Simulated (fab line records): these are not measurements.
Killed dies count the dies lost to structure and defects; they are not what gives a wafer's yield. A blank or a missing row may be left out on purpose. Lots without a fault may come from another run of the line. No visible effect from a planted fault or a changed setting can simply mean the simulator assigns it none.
One fault through the eyes of 2 desks | flow sfq line | every desk sees just its own numbers, and what lay behind them comes last

## METROLOGY DESK
What the gauges read for every lot (on any tool): the sampled wafers with a number, averaged. The brackets show how far a lot's mean lies from the usual mean; more than 4 standard deviations puts the lot out of limits, marked OUT.
Columns: A = I7_BOW at SFQ_I7_BOW_MEAS_946, usual 7 um; B = I7_OVL at SFQ_I7_OVL_MEAS_947, usual 1 nm
lot  | first seen here | A  | B
L415 | day 76 09:24    | 10 | -3
L417 | day 76 15:26    | 7  | 8
L419 | day 77 05:49    | 15 | -3
L429 | day 82 23:53    | 10 | -2
L433 | day 92 10:31    | 25 | -4
L436 | day 92 17:41    | -3 | 2
This desk's verdict: no lot among the 6 shows anything out of limits.

## THE TOOL OWNER'S DESK: rie diel-01
The tool's own readings at SFQ_TRILAYER_I7_VIA_BARC_OPEN_VIA_ETCH_260 (etches BARC in O2, target depth 125 nm, time 41.7 s): means of the sampled wafers that have a number, for each lot that ran on this tool. The brackets show how far a lot's mean lies from the usual mean; more than 4 standard deviations puts the lot out of limits, marked OUT.
Columns: A = bias w at SFQ_TRILAYER_I7_VIA_BARC_OPEN_VIA_ETCH_260, usual 80.01 W; B = drypump motor current A at SFQ_TRILAYER_I7_VIA_BARC_OPEN_VIA_ETCH_260, usual 5.6 A; C = oes product au at SFQ_TRILAYER_I7_VIA_BARC_OPEN_VIA_ETCH_260, usual 0.685 a.u.
lot  | first seen here | A     | B   | C
L415 | day 76 13:08    | 80.13 | 5.9 | 0.683
L417 | day 76 19:01    | 80.11 | 5.9 | 0.682
L419 | day 77 10:07    | 79.96 | 6.0 | 0.684
L436 | day 92 22:39    | 79.91 | 5.5 | 0.683
This desk's verdict: no lot among the 4 shows anything out of limits.

## ALL TOGETHER
The metrology desk saw nothing out of limits.
The desk of the tool owner found nothing out of limits.

## WHAT WAS PUT IN BY THE SIMULATOR
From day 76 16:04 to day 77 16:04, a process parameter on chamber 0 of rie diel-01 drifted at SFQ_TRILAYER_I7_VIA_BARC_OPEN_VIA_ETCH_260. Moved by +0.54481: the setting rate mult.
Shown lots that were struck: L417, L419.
